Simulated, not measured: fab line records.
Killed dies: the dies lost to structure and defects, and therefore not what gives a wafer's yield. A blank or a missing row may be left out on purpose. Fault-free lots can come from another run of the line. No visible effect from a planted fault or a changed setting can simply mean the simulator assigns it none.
Shared-tool check / flow sky130 / Lots sampled 12, wafers sampled 36

== WHY THIS WAS OPENED ==
SKY_VT_ADJUST_NCORE_TW_MEAS_11, reading VT_ADJUST_NCORE_TW: flagged on 3 of 12 lots. Wafers without a fault read 218.4, standard deviation 1.8.
Rule: a lot gets a flag if all its wafers with a number sit over 4 standard deviations from that mean, or if no wafer of it has a number. All remaining lots are regarded as sound.

lot=L928; measured=day 9 04:11; on=filmMetro-03; VT_ADJUST_NCORE_TW, wafer by wafer=216.8 216.3 215.9; flag=
lot=L930; measured=day 9 17:49; on=filmMetro-04; VT_ADJUST_NCORE_TW, wafer by wafer=221.7 221.8 222.5; flag=
lot=L931; measured=day 9 23:08; on=filmMetro-03; VT_ADJUST_NCORE_TW, wafer by wafer=216.9 216.8 215.1; flag=
lot=L934; measured=day 10 18:47; on=filmMetro-04; VT_ADJUST_NCORE_TW, wafer by wafer=221.2 220.6 222.1; flag=
lot=L935; measured=day 11 04:02; on=filmMetro-03; VT_ADJUST_NCORE_TW, wafer by wafer=217.1 217.0 216.7; flag=
lot=L936; measured=day 11 07:31; on=filmMetro-04; VT_ADJUST_NCORE_TW, wafer by wafer=230.6 231.2 231.1; flag=FLAGGED
lot=L937; measured=day 11 15:59; on=filmMetro-04; VT_ADJUST_NCORE_TW, wafer by wafer=231.7 229.9 231.8; flag=FLAGGED
lot=L938; measured=day 12 01:11; on=filmMetro-03; VT_ADJUST_NCORE_TW, wafer by wafer=226.8 228.4 226.9; flag=FLAGGED
lot=L942; measured=day 13 07:37; on=filmMetro-02; VT_ADJUST_NCORE_TW, wafer by wafer=219.5 218.6 219.1; flag=
lot=L943; measured=day 13 19:23; on=filmMetro-03; VT_ADJUST_NCORE_TW, wafer by wafer=217.8 217.0 216.9; flag=
lot=L945; measured=day 14 11:52; on=filmMetro-03; VT_ADJUST_NCORE_TW, wafer by wafer=216.7 217.1 216.5; flag=
lot=L948; measured=day 15 03:44; on=filmMetro-02; VT_ADJUST_NCORE_TW, wafer by wafer=218.5 218.6 219.0; flag=
Average over the flagged lots: 229.8; offset from the usual +11.4, equal to +6 standard deviations.

== WHICH TOOL EACH LOT WENT THROUGH ==
The record holds 2 process steps before the reading, out of a route of 708 steps. Cell contents, in order: the tool; ch with the chambers the sampled wafers went through; the start.
lot=L928; flag=; SKY_VT_ADJUST_LVTN_STRIP_20=plasmaAsher-03 ch 0,1, day 8 07:45; SKY_VT_ADJUST_NCORE_IMPLANT_09=implanter-03 ch 0, day 9 03:58
lot=L930; flag=; SKY_VT_ADJUST_LVTN_STRIP_20=plasmaAsher-01 ch 0,1, day 8 20:19; SKY_VT_ADJUST_NCORE_IMPLANT_09=implanter-03 ch 0, day 9 17:34
lot=L931; flag=; SKY_VT_ADJUST_LVTN_STRIP_20=plasmaAsher-01 ch 0,1, day 9 01:16; SKY_VT_ADJUST_NCORE_IMPLANT_09=implanter-02 ch 0, day 9 22:53
lot=L934; flag=; SKY_VT_ADJUST_LVTN_STRIP_20=plasmaAsher-03 ch 1, day 9 20:34; SKY_VT_ADJUST_NCORE_IMPLANT_09=implanter-04 ch 0, day 10 18:32
lot=L935; flag=; SKY_VT_ADJUST_LVTN_STRIP_20=plasmaAsher-02 ch 0,1, day 10 05:46; SKY_VT_ADJUST_NCORE_IMPLANT_09=implanter-02 ch 0, day 11 03:47
lot=L936; flag=FLAGGED; SKY_VT_ADJUST_LVTN_STRIP_20=plasmaAsher-01 ch 0,1, day 10 08:22; SKY_VT_ADJUST_NCORE_IMPLANT_09=implanter-02 ch 0, day 11 07:16
lot=L937; flag=FLAGGED; SKY_VT_ADJUST_LVTN_STRIP_20=plasmaAsher-03 ch 0,1, day 10 16:31; SKY_VT_ADJUST_NCORE_IMPLANT_09=implanter-02 ch 0, day 11 15:47
lot=L938; flag=FLAGGED; SKY_VT_ADJUST_LVTN_STRIP_20=plasmaAsher-02 ch 1, day 11 01:10; SKY_VT_ADJUST_NCORE_IMPLANT_09=implanter-02 ch 0, day 12 00:56
lot=L942; flag=; SKY_VT_ADJUST_LVTN_STRIP_20=plasmaAsher-01 ch 0,1, day 12 07:25; SKY_VT_ADJUST_NCORE_IMPLANT_09=implanter-03 ch 0, day 13 07:22
lot=L943; flag=; SKY_VT_ADJUST_LVTN_STRIP_20=plasmaAsher-03 ch 0,1, day 12 19:18; SKY_VT_ADJUST_NCORE_IMPLANT_09=implanter-04 ch 0, day 13 19:10
lot=L945; flag=; SKY_VT_ADJUST_LVTN_STRIP_20=plasmaAsher-03 ch 0,1, day 13 10:19; SKY_VT_ADJUST_NCORE_IMPLANT_09=implanter-04 ch 0, day 14 11:37
lot=L948; flag=; SKY_VT_ADJUST_LVTN_STRIP_20=plasmaAsher-02 ch 0,1, day 14 01:07; SKY_VT_ADJUST_NCORE_IMPLANT_09=implanter-02 ch 0, day 15 03:29
These steps, and what they do:
- SKY_VT_ADJUST_LVTN_STRIP_20: strips in O2/N2.
- SKY_VT_ADJUST_NCORE_IMPLANT_09
- SKY_VT_ADJUST_NCORE_TW_MEAS_11

== FLAGGED AGAINST TOTAL, ONE TOOL AT A TIME (gauges that did the reading follow at the end) ==
step=SKY_VT_ADJUST_LVTN_STRIP_20; tool=plasmaAsher-01; lots run=4; flagged=1; share of the flagged lots=some; sound lots run after its first flagged lot=1 (L942)
step=SKY_VT_ADJUST_LVTN_STRIP_20; tool=plasmaAsher-02; lots run=3; flagged=1; share of the flagged lots=some; sound lots run after its first flagged lot=1 (L948)
step=SKY_VT_ADJUST_LVTN_STRIP_20; tool=plasmaAsher-03; lots run=5; flagged=1; share of the flagged lots=some; sound lots run after its first flagged lot=2 (L943,L945)
step=SKY_VT_ADJUST_NCORE_IMPLANT_09; tool=implanter-02; lots run=6; flagged=3; share of the flagged lots=all; sound lots run after its first flagged lot=1 (L948)
step=SKY_VT_ADJUST_NCORE_IMPLANT_09; tool=implanter-03; lots run=3; flagged=0; share of the flagged lots=none; sound lots run after its first flagged lot=-
step=SKY_VT_ADJUST_NCORE_IMPLANT_09; tool=implanter-04; lots run=3; flagged=0; share of the flagged lots=none; sound lots run after its first flagged lot=-
step=SKY_VT_ADJUST_NCORE_TW_MEAS_11; tool=filmMetro-02; lots run=2; flagged=0; share of the flagged lots=none; sound lots run after its first flagged lot=-
step=SKY_VT_ADJUST_NCORE_TW_MEAS_11; tool=filmMetro-03; lots run=6; flagged=1; share of the flagged lots=some; sound lots run after its first flagged lot=2 (L943,L945)
step=SKY_VT_ADJUST_NCORE_TW_MEAS_11; tool=filmMetro-04; lots run=4; flagged=2; share of the flagged lots=some; sound lots run after its first flagged lot=0

== WHAT THE TABLE PERMITS ==
In the table, 1 row covers all flagged lots: implanter-02 at SKY_VT_ADJUST_NCORE_IMPLANT_09.
- implanter-02 at SKY_VT_ADJUST_NCORE_IMPLANT_09 ran 6 lots, 3 of them flagged. Sound lots followed the first flagged one (L948) on it, something a lasting fault affecting the whole tool could not allow. Its own readings lie more than 4 standard deviations out on every wafer of the flagged lots: beamEnergyKeV.
There is no row in the table that ran each flagged lot and no sound lot after the first.

== WHAT THE SIMULATOR PUT IN ==
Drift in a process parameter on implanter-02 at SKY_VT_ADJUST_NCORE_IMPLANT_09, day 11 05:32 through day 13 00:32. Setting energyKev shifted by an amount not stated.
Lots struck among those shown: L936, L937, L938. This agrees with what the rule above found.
